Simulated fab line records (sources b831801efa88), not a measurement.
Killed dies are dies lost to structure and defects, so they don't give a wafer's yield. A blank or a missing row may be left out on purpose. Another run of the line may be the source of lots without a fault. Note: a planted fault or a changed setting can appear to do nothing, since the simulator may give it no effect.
fab line records    flow sky130    part 1 of 2: steps 1 to 27 of 39
record: lots: 5  wafers: 15  lastDay: 50
route steps=708 shown VIA1@475 METAL2@483 VIA2@507
lots with no fault: from the same line, run without faults
startH: hours from the record's first day to the start of the lot's first wafer shown    waitH: hours from the lot's prior step to this one    " identical to the entry in the row above    L1.1+2: a row that stands for several wafers    - either no value or no given start    * or withheld: withheld    < > ~ a bound
route shown NAME@n: NAME is a module with steps in the file, n the number in the route of the first one    usual: average and standard deviation across the fault-free wafers    same: alike in all rows    chamber/n: place in a boat    sites: readings site by site    _std_site: standard deviation of those values    _edge_site: inner sites' mean taken away from outer sites' mean    radiusMm: for every site, how far away it sits from the centre of the wafer    mask NAME#n: copy n    behind: the tool/chamber that last shaped the wafer    hold: why the lot was held/for how many hours/how that ended    device: the n, p or np transistor that did not switch    end of line: at the end of the route, the tests of the same wafers    where a step has no rows: the recipe by itself    killed: count of dies lost to structure and defects at first sort (not the wafer's yield)    map: the dies of a wafer, with x for killed, . for not killed, _ for no die there
set.NAME: the setting the step ran with; set.NAME@STEP: the setting that earlier step ran with    model.NAME: the simulator's own value behind a step, which no gauge read
lots seen at some steps along the route; tables by step, rows by wafer
services: the hour from which a tool's chamber was out of use, counted from the record's first day as startH (under 0 if before that day), plus the number of hours and why
== steps ==
step: SKY_VIA1_STRIP_17
recipe: chemistry: postEtchResidueRemover  timeS: 1200  tempC: 72.5
lot.wafer   tool         chamber  startH  waitH
L077.1+5+6  wetBench-03  2        831.86  0.1
L080.3+4+6  wetBench-03  1        848.59  0.0
L082.1+4+5  wetBench-03  2        857.51  0.1
L091.3+5+6  wetBench-01  2        920.24  0.0
L097.3+4+5  wetBench-02  2        967.29  0.0
step: SKY_VIA1_CLEAN_18
recipe: chemistry: IPA  timeS: 180  tempC: 25
lot.wafer   tool         chamber  startH  waitH
L077.1+5+6  wetBench-01  2        832.20  0.0
L080.3+4+6  wetBench-01  0        848.96  0.0
L082.1+4+5  wetBench-01  3        857.85  0.0
L091.3+5+6  wetBench-02  0        920.58  0.0
L097.3+4+5  wetBench-01  3        967.63  0.0
step: SKY_VIA1_CLEAN_19
recipe: chemistry: O3/DIW  dry: n2Spin
lot.wafer   tool         chamber  startH  waitH
L077.1+5+6  wetBench-03  3        832.26  0.0
L080.3+4+6  wetBench-03  0        849.02  0.0
L082.1+4+5  wetBench-02  2        857.91  0.0
L091.3+5+6  wetBench-01  2        920.64  0.0
L097.3+4+5  wetBench-03  1        967.69  0.0
step: SKY_VIA1_SPUTTER_20
recipe: material: TiN  targetThkNm: 20  chamberPressurePa: 5  powerW: 4000  timeS: 80
usual: throttleValvePct: 30.0/0.7
lot.wafer  tool           chamber  startH  waitH  throttleValvePct
L077.1     pvdSputter-01  -        832.35  0.0    30.0
L077.5     "              -        "       "      30.1
L077.6     "              -        "       "      31.0
L080.3     pvdSputter-02  -        849.12  0.0    29.0
L080.4     "              -        "       "      32.2
L080.6     "              -        "       "      29.5
L082.1     pvdSputter-03  -        858.01  0.0    29.5
L082.4     "              -        "       "      30.1
L082.5     "              -        "       "      30.4
L091.3     pvdSputter-03  -        920.73  0.0    29.6
L091.5     "              -        "       "      30.1
L091.6     "              -        "       "      29.2
L097.3     pvdSputter-02  -        967.79  0.0    29.2
L097.4     "              -        "       "      29.4
L097.5     "              -        "       "      29.3
step: SKY_VIA1_CVD_21
recipe: material: W  targetThkNm: 270  timeS: 80.902  tempC: 400  pressureTorr: 40
usual: chamberPressureTorr: 40.00/0.079  heaterPowerW: 769/85
lot.wafer  tool     chamber  startH  waitH  chamberPressureTorr  heaterPowerW
L077.1     cvdW-01  0        832.41  0.0    39.90                732
L077.5     "        0        "       "      40.07                769
L077.6     "        0        "       "      40.04                756
L080.3     cvdW-01  0        849.21  0.1    39.97                743
L080.4     "        1        "       "      40.05                982
L080.6     "        0        "       "      39.99                759
L082.1     cvdW-02  0        858.07  0.0    39.89                721
L082.4     "        1        "       "      39.93                738
L082.5     "        0        "       "      39.92                720
L091.3     cvdW-01  1        920.82  0.1    39.89                929
L091.5     "        0        "       "      40.04                671
L091.6     "        1        "       "      39.89                930
L097.3     cvdW-02  0        967.88  0.1    39.89                747
L097.4     "        1        "       "      40.10                734
L097.5     "        1        "       "      40.09                732
step: SKY_VIA1_RS_MEAS_22
recipe: thkMeasGauge: four-point-probe  reads: W_of_VIA1_CVD_21+TiN_of_VIA1_SPUTTER_20
usual: VIA1_W_RS: 0.426/0.0054
lot.wafer  tool          chamber  startH  waitH  VIA1_W_RS[ohm/sq]
L077.1     filmMetro-01  -        832.60  0.2    0.425
L077.5     "             -        "       "      0.429
L077.6     "             -        "       "      0.432
L080.3     filmMetro-02  -        849.31  0.1    0.442
L080.4     "             -        "       "      0.435
L080.6     "             -        "       "      0.436
L082.1     filmMetro-02  -        858.17  0.1    0.417
L082.4     "             -        "       "      0.426
L082.5     "             -        "       "      0.422
L091.3     filmMetro-02  -        920.92  0.1    0.426
L091.5     "             -        "       "      0.433
L091.6     "             -        "       "      0.426
L097.3     filmMetro-04  -        967.98  0.1    0.424
L097.4     "             -        "       "      0.421
L097.5     "             -        "       "      0.421
step: SKY_VIA1_THK_MEAS_23
recipe: thkMeasGauge: xrf  reads: W_of_VIA1_CVD_21
usual: VIA1_W_THK: 267/3.8
lot.wafer  tool          chamber  startH  waitH  VIA1_W_THK[nm]
L077.1     filmMetro-01  -        832.72  0.1    266
L077.5     "             -        "       "      266
L077.6     "             -        "       "      261
L080.3     filmMetro-02  -        849.41  0.1    258
L080.4     "             -        "       "      262
L080.6     "             -        "       "      261
L082.1     filmMetro-02  -        858.29  0.1    270
L082.4     "             -        "       "      266
L082.5     "             -        "       "      269
L091.3     filmMetro-02  -        921.02  0.1    270
L091.5     "             -        "       "      266
L091.6     "             -        "       "      269
L097.3     filmMetro-04  -        968.08  0.1    269
L097.4     "             -        "       "      271
L097.5     "             -        "       "      270
step: SKY_VIA1_CMP_24
recipe: stopOn: SiO2  tOverpolishS: 15  downForcePsi: 3.5  platenRpm: 60  targetThkNm: 0  padVelocityMS: 0.94248
usual: headPressurePsi: 3.500/0.0072  motorCurrentA: 11.1/0.82  overpolishRunS: 15.000/0.0084  slurryFilterDpKPa: 13.50/0.15  timeToEndpointS: 66/3.1
lot.wafer  tool    chamber  startH  waitH  headPressurePsi  motorCurrentA  overpolishRunS  slurryFilterDpKPa  timeToEndpointS
L077.1     cmp-01  2        832.98  0.2    3.497            9.8            15.000          13.55              66
L077.5     "       0        "       "      3.507            10.5           15.008          13.35              66
L077.6     "       1        "       "      3.502            12.3           15.011          13.22              62
L080.3     cmp-02  2        849.55  0.1    3.506            11.6           14.998          13.50              63
L080.4     "       3        "       "      3.501            11.8           14.994          13.36              62
L080.6     "       1        "       "      3.504            10.5           14.989          13.34              71
L082.4     cmp-02  2        858.35  0.0    3.498            11.8           14.994          13.67              66
L082.1     "       3        "       "      3.499            12.0           15.000          13.47              65
L082.5     "       3        "       "      3.516            11.5           15.004          13.39              64
L091.3     cmp-01  2        921.11  0.1    3.500            10.2           15.006          13.12              69
L091.6     "       1        "       "      3.505            11.9           14.998          13.42              63
L091.5     "       2        "       "      3.505            10.0           15.005          13.51              71
L097.3     cmp-02  3        968.26  0.2    3.504            12.2           14.988          13.70              62
L097.4     "       0        "       "      3.496            10.9           14.996          13.36              68
L097.5     "       1        "       "      3.496            9.8            15.002          13.92              71
step: SKY_METAL2_SPUTTER_00
recipe: material: Ti  targetThkNm: 15  powerW: 3000  timeS: 10  chamberPressurePa: 0.4
usual: throttleValvePct: 30.1/0.74
lot.wafer  tool           chamber  startH  waitH  throttleValvePct
L077.1     pvdSputter-03  -        833.18  0.1    29.0
L077.5     "              -        "       "      30.3
L077.6     "              -        "       "      29.3
L080.3     pvdSputter-01  -        849.75  0.1    30.1
L080.4     "              -        "       "      30.0
L080.6     "              -        "       "      30.2
L082.1     pvdSputter-01  -        858.65  0.2    29.4
L082.4     "              -        "       "      30.2
L082.5     "              -        "       "      30.0
L091.3     pvdSputter-04  -        921.36  0.2    31.5
L091.5     "              -        "       "      31.7
L091.6     "              -        "       "      29.7
L097.3     pvdSputter-01  -        968.46  0.1    29.2
L097.4     "              -        "       "      30.3
L097.5     "              -        "       "      30.5
step: SKY_METAL2_SPUTTER_01
recipe: material: TiN  targetThkNm: 20  powerW: 6500  timeS: 16.7  chamberPressurePa: 0.4
usual: throttleValvePct: 30.1/0.76
lot.wafer  tool           chamber  startH  waitH  throttleValvePct
L077.1     pvdSputter-03  -        833.20  0.0    29.2
L077.5     "              -        "       "      30.1
L077.6     "              -        "       "      29.5
L080.3     pvdSputter-01  -        849.77  0.0    30.5
L080.4     "              -        "       "      30.0
L080.6     "              -        "       "      30.1
L082.1     pvdSputter-01  -        858.68  0.0    29.1
L082.4     "              -        "       "      30.3
L082.5     "              -        "       "      30.1
L091.3     pvdSputter-04  -        921.39  0.0    31.5
L091.5     "              -        "       "      31.7
L091.6     "              -        "       "      29.9
L097.3     pvdSputter-01  -        968.48  0.0    29.0
L097.4     "              -        "       "      30.4
L097.5     "              -        "       "      30.2
step: SKY_METAL2_SPUTTER_02
recipe: material: AlCu  targetThkNm: 250  powerW: 10600  timeS: 13.3  chamberPressurePa: 0.4
usual: throttleValvePct: 30.1/0.74
lot.wafer  tool           chamber  startH  waitH  throttleValvePct
L077.1     pvdSputter-03  -        833.22  0.0    29.1
L077.5     "              -        "       "      30.0
L077.6     "              -        "       "      29.3
L080.3     pvdSputter-01  -        849.80  0.0    30.1
L080.4     "              -        "       "      30.1
L080.6     "              -        "       "      30.5
L082.1     pvdSputter-01  -        858.71  0.0    29.3
L082.4     "              -        "       "      30.0
L082.5     "              -        "       "      30.2
L091.3     pvdSputter-04  -        921.41  0.0    31.4
L091.5     "              -        "       "      31.6
L091.6     "              -        "       "      29.9
L097.3     pvdSputter-01  -        968.51  0.0    29.1
L097.4     "              -        "       "      30.3
L097.5     "              -        "       "      30.1
step: SKY_METAL2_SPUTTER_03
recipe: material: Ti  targetThkNm: 5  powerW: 3000  timeS: 3.3  chamberPressurePa: 0.4
usual: throttleValvePct: 30.1/0.74
lot.wafer  tool           chamber  startH  waitH  throttleValvePct
L077.1     pvdSputter-03  -        833.25  0.0    29.3
L077.5     "              -        "       "      30.0
L077.6     "              -        "       "      29.2
L080.3     pvdSputter-01  -        849.82  0.0    30.4
L080.4     "              -        "       "      30.1
L080.6     "              -        "       "      30.4
L082.1     pvdSputter-01  -        858.73  0.0    29.1
L082.4     "              -        "       "      30.4
L082.5     "              -        "       "      29.9
L091.3     pvdSputter-04  -        921.44  0.0    31.4
L091.5     "              -        "       "      31.7
L091.6     "              -        "       "      30.1
L097.3     pvdSputter-01  -        968.53  0.0    28.8
L097.4     "              -        "       "      30.3
L097.5     "              -        "       "      30.1
step: SKY_METAL2_SPUTTER_04
recipe: material: TiN  targetThkNm: 70  powerW: 6500  timeS: 58.3  chamberPressurePa: 0.4
usual: throttleValvePct: 30.1/0.75
lot.wafer  tool           chamber  startH  waitH  throttleValvePct
L077.1     pvdSputter-03  -        833.27  0.0    29.4
L077.5     "              -        "       "      30.3
L077.6     "              -        "       "      29.4
L080.3     pvdSputter-01  -        849.84  0.0    30.0
L080.4     "              -        "       "      30.1
L080.6     "              -        "       "      30.5
L082.1     pvdSputter-01  -        858.75  0.0    29.4
L082.4     "              -        "       "      30.1
L082.5     "              -        "       "      30.0
L091.3     pvdSputter-04  -        921.46  0.0    31.6
L091.5     "              -        "       "      31.7
L091.6     "              -        "       "      30.0
L097.3     pvdSputter-01  -        968.55  0.0    29.0
L097.4     "              -        "       "      30.0
L097.5     "              -        "       "      30.2
step: SKY_METAL2_RS_MEAS_05
recipe: thkMeasGauge: four-point-probe  reads: TiN_of_METAL2_SPUTTER_04+Ti_of_METAL2_SPUTTER_03+AlCu_of_METAL2_SPUTTER_02+TiN_of_METAL2_SPUTTER_01+Ti_of_METAL2_SPUTTER_00
usual: METAL2_ALCU_RS: 0.1271/0.0015
lot.wafer  tool          chamber  startH  waitH  METAL2_ALCU_RS[ohm/sq]
L077.1     filmMetro-02  -        833.32  0.0    0.1254
L077.5     "             -        "       "      0.1243
L077.6     "             -        "       "      0.1253
L080.3     filmMetro-03  -        849.93  0.1    0.1275
L080.4     "             -        "       "      0.1271
L080.6     "             -        "       "      0.1285
L082.1     filmMetro-04  -        858.81  0.0    0.1272
L082.4     "             -        "       "      0.1260
L082.5     "             -        "       "      0.1257
L091.3     filmMetro-03  -        921.54  0.1    0.1283
L091.5     "             -        "       "      0.1269
L091.6     "             -        "       "      0.1249
L097.3     filmMetro-02  -        968.64  0.1    0.1281
L097.4     "             -        "       "      0.1274
L097.5     "             -        "       "      0.1275
step: SKY_METAL2_THK_MEAS_06
recipe: thkMeasGauge: xrf  reads: AlCu_of_METAL2_SPUTTER_02
usual: METAL2_ALCU_THK: 248/3
lot.wafer  tool          chamber  startH  waitH  METAL2_ALCU_THK[nm]
L077.1     filmMetro-02  -        833.44  0.1    248
L077.5     "             -        "       "      252
L077.6     "             -        "       "      249
L080.3     filmMetro-03  -        850.03  0.1    248
L080.4     "             -        "       "      249
L080.6     "             -        "       "      246
L082.1     filmMetro-04  -        858.93  0.1    248
L082.4     "             -        "       "      250
L082.5     "             -        "       "      251
L091.3     filmMetro-03  -        921.64  0.1    244
L091.5     "             -        "       "      248
L091.6     "             -        "       "      253
L097.3     filmMetro-02  -        968.74  0.1    247
L097.4     "             -        "       "      248
L097.5     "             -        "       "      248
step: SKY_METAL2_DEHYDRATE_07
recipe: tempC: 200  timeS: 60
lot.wafer   tool           chamber  startH  waitH
L077.1+5+6  lithoTrack-02  0        845.87  12.4
L080.3+4+6  lithoTrack-01  0        862.84  12.8
L082.1+4+5  lithoTrack-03  0        871.71  12.8
L091.3+5+6  lithoTrack-03  0        933.81  12.2
L097.3+4+5  lithoTrack-01  0        980.40  11.6
step: SKY_METAL2_HMDS_08
recipe: primeTimeS: 60  primeTempC: 120
lot.wafer   tool           chamber  startH  waitH
L077.1+5+6  lithoTrack-02  0        846.02  0.1
L080.3+4+6  lithoTrack-01  0        862.99  0.1
L082.1+4+5  lithoTrack-03  0        871.86  0.1
L091.3+5+6  lithoTrack-03  0        933.96  0.1
L097.3+4+5  lithoTrack-01  0        980.55  0.1
step: SKY_METAL2_COAT_09
recipe: resist: BARC  tempC: withheld  timeS: withheld  spinRpm: 3000  resistThkNm: 60
lot.wafer   tool           chamber  startH  waitH
L077.1+5+6  lithoTrack-02  0        846.17  0.1
L080.3+4+6  lithoTrack-01  0        863.14  0.1
L082.1+4+5  lithoTrack-03  0        872.01  0.1
L091.3+5+6  lithoTrack-03  0        934.11  0.1
L097.3+4+5  lithoTrack-01  0        980.70  0.1
step: SKY_METAL2_COAT_10
recipe: resist: KrF-thick  spinRpm: 3000  resistThkNm: 450
lot.wafer   tool           chamber  startH  waitH
L077.1+5+6  lithoTrack-02  0        -       -
L080.3+4+6  lithoTrack-01  0        -       -
L082.1+4+5  lithoTrack-03  0        -       -
L091.3+5+6  lithoTrack-03  0        -       -
L097.3+4+5  lithoTrack-01  0        -       -
step: SKY_METAL2_SOFTBAKE_11
recipe: tempC: 100  timeS: 90  resist: KrF-thick
lot.wafer   tool           chamber  startH  waitH
L077.1+5+6  lithoTrack-02  0        -       -
L080.3+4+6  lithoTrack-01  0        -       -
L082.1+4+5  lithoTrack-03  0        -       -
L091.3+5+6  lithoTrack-03  0        -       -
L097.3+4+5  lithoTrack-01  0        -       -
step: SKY_METAL2_EXPOSE_12
recipe: maskId: MM2  na: 0.8  sourceShape: annular  sigmaInner: 0.55  sigmaOuter: 0.85  targetCdNm: 140  doseMj: 28
usual: reticleTempC: 23.02/0.097
same: sigmaInner: 0.55  sigmaOuter: 0.85
lot.wafer  tool           chamber  startH  waitH  mask   reticleTempC
L077.1     krfScanner-01  0        -       -      MM2#0  23.07
L077.5     "              0        "       "      MM2#0  23.07
L077.6     "              0        "       "      MM2#0  23.17
L080.3     krfScanner-01  0        -       -      MM2#0  23.08
L080.4     "              0        "       "      MM2#0  23.00
L080.6     "              0        "       "      MM2#0  23.06
L082.1     krfScanner-02  0        -       -      MM2#0  23.07
L082.4     "              0        "       "      MM2#0  22.98
L082.5     "              0        "       "      MM2#0  22.90
L091.3     krfScanner-01  0        -       -      MM2#0  23.09
L091.5     "              0        "       "      MM2#0  22.87
L091.6     "              0        "       "      MM2#0  22.91
L097.3     krfScanner-01  0        -       -      MM2#0  23.00
L097.4     "              0        "       "      MM2#0  23.10
L097.5     "              0        "       "      MM2#0  23.05
step: SKY_METAL2_PEB_13
recipe: pebTempC: withheld  pebTimeS: withheld  resist: KrF-thick
lot.wafer   tool           chamber  startH  waitH
L077.1+5+6  lithoTrack-03  0        -       -
L080.3+4+6  lithoTrack-01  0        -       -
L082.1+4+5  lithoTrack-01  0        -       -
L091.3+5+6  lithoTrack-03  0        -       -
L097.3+4+5  lithoTrack-02  0        -       -
step: SKY_METAL2_DEVELOP_14
recipe: developTimeS: 60  resist: KrF-thick  devTempC: 21
usual: developerTempC: 20.99/0.1
lot.wafer  tool           chamber  startH  waitH  developerTempC
L077.1     lithoTrack-03  0        -       -      21.04
L077.5     "              0        "       "      21.17
L077.6     "              0        "       "      21.08
L080.3     lithoTrack-01  0        -       -      20.83
L080.4     "              0        "       "      20.99
L080.6     "              0        "       "      20.97
L082.1     lithoTrack-01  0        -       -      21.04
L082.4     "              0        "       "      21.07
L082.5     "              0        "       "      21.09
L091.3     lithoTrack-03  0        -       -      20.94
L091.5     "              0        "       "      20.81
L091.6     "              0        "       "      20.94
L097.3     lithoTrack-02  0        -       -      20.96
L097.4     "              0        "       "      20.86
L097.5     "              0        "       "      20.87
step: SKY_METAL2_CD_MEAS_15
recipe: targetCdNm: 140
usual: cdNm: 139.6/1.7
lot.wafer  tool      chamber  startH  waitH  cdNm
L077.1     cdSem-02  -        859.61  -      138.2
L077.5     "         -        "       "      138.6
L077.6     "         -        "       "      138.0
L080.3     cdSem-02  -        877.43  -      139.5
L080.4     "         -        "       "      141.7
L080.6     "         -        "       "      140.1
L082.1     cdSem-02  -        885.09  -      139.2
L082.4     "         -        "       "      139.3
L082.5     "         -        "       "      140.0
L091.3     cdSem-02  -        946.50  -      138.8
L091.5     "         -        "       "      137.8
L091.6     "         -        "       "      139.8
L097.3     cdSem-01  -        992.31  -      135.6
L097.4     "         -        "       "      138.6
L097.5     "         -        "       "      138.0
step: SKY_METAL2_OVL_MEAS_16
usual: METAL2_OVL: -1/6.2
lot.wafer  tool        chamber  startH  waitH  METAL2_OVL[nm]
L077.1     overlay-02  -        859.73  0.1    10
L077.5     "           -        "       "      8
L077.6     "           -        "       "      7
L080.3     overlay-01  -        877.53  0.1    1
L080.4     "           -        "       "      2
L080.6     "           -        "       "      3
L082.1     overlay-01  -        885.21  0.1    -4
L082.4     "           -        "       "      -5
L082.5     "           -        "       "      -6
L091.3     overlay-02  -        946.59  0.1    10
L091.5     "           -        "       "      5
L091.6     "           -        "       "      4
L097.3     overlay-02  -        992.40  0.1    0
L097.4     "           -        "       "      1
L097.5     "           -        "       "      -1
step: SKY_METAL2_DESCUM_17
recipe: chemistry: O2  sourcePowerW: 150  biasPowerW: 0  pressureMtorr: 10  tempC: 40  timeS: 8
usual: drypumpMotorCurrentA: 6.1/0.32  heBacksideLeakSccm: 3.4/0.35  oesProductAu: 0.994/0.0081
lot.wafer  tool         chamber  startH  waitH  drypumpMotorCurrentA  heBacksideLeakSccm  oesProductAu  rfHoursCounterH
L077.1     rieMetal-02  0        859.77  0.0    6.3                   3.3                 0.995         10
L077.5     "            0        "       "      6.2                   3.3                 0.996         -
L077.6     "            1        "       "      5.5                   6.9                 1.007         -
L080.3     rieMetal-04  1        877.56  0.0    6.5                   3.1                 0.998         -
L080.4     "            0        "       "      6.2                   3.1                 0.990         -
L080.6     "            0        "       "      6.2                   3.2                 0.990         -
L082.1     rieMetal-02  1        885.25  0.0    5.4                   3.6                 1.009         10
L082.4     "            1        "       "      5.4                   3.4                 1.000         -
L082.5     "            1        "       "      5.4                   3.6                 1.005         -
L091.3     rieMetal-04  1        946.64  0.0    6.5                   3.1                 0.993         -
L091.5     "            1        "       "      6.5                   3.1                 0.999         -
L091.6     "            1        "       "      6.5                   3.1                 1.003         -
L097.3     rieMetal-04  0        992.43  0.0    6.1                   3.1                 0.975         -
L097.4     "            1        "       "      6.5                   3.2                 0.991         -
L097.5     "            0        "       "      6.2                   3.1                 0.984         -
step: SKY_METAL2_ETCH_18
recipe: chemistry: N2/H2  target: BARC  ionEnergyEv: 200  biasW: 100  pressureMtorr: 30  n2FlowSccm: 100  h2FlowSccm: 200  icpW: 500  stopOn: SiO2  timeS: 45.9  targetDepthA: 600
usual: drypumpMotorCurrentA: 6.1/0.32  heBacksideLeakSccm: 3.37/0.25  oesProductAu: 0.854/0.0045  throttleValvePct: 13.225/0.0085
lot.wafer  tool         chamber  startH  waitH  drypumpMotorCurrentA  heBacksideLeakSccm  oesProductAu  rfHoursCounterH  throttleValvePct
L077.1     rieMetal-02  0        859.80  0.0    6.2                   3.20                0.854         10               13.222
L077.5     "            0        "       "      6.2                   3.25                0.852         -                13.224
L077.6     "            1        "       "      5.5                   3.80                0.859         -                13.225
L080.3     rieMetal-04  1        877.60  0.0    6.5                   3.30                0.855         -                13.219
L080.4     "            0        "       "      6.1                   3.04                0.844         -                13.238
L080.6     "            0        "       "      6.2                   2.90                0.854         -                13.235
L082.1     rieMetal-02  1        885.28  0.0    5.5                   3.48                0.856         10               13.235
L082.4     "            1        "       "      5.5                   3.74                0.856         -                13.223
L082.5     "            1        "       "      5.4                   3.61                0.853         -                13.237
L091.3     rieMetal-04  1        946.72  0.1    6.5                   3.14                0.859         -                13.225
L091.5     "            1        "       "      6.5                   3.20                0.855         -                13.233
L091.6     "            1        "       "      6.5                   4.99                0.851         -                13.222
L097.3     rieMetal-04  0        992.48  0.0    6.1                   3.02                0.858         -                13.226
L097.4     "            1        "       "      6.5                   3.33                0.858         -                13.210
L097.5     "            0        "       "      6.1                   2.93                0.851         -                13.230
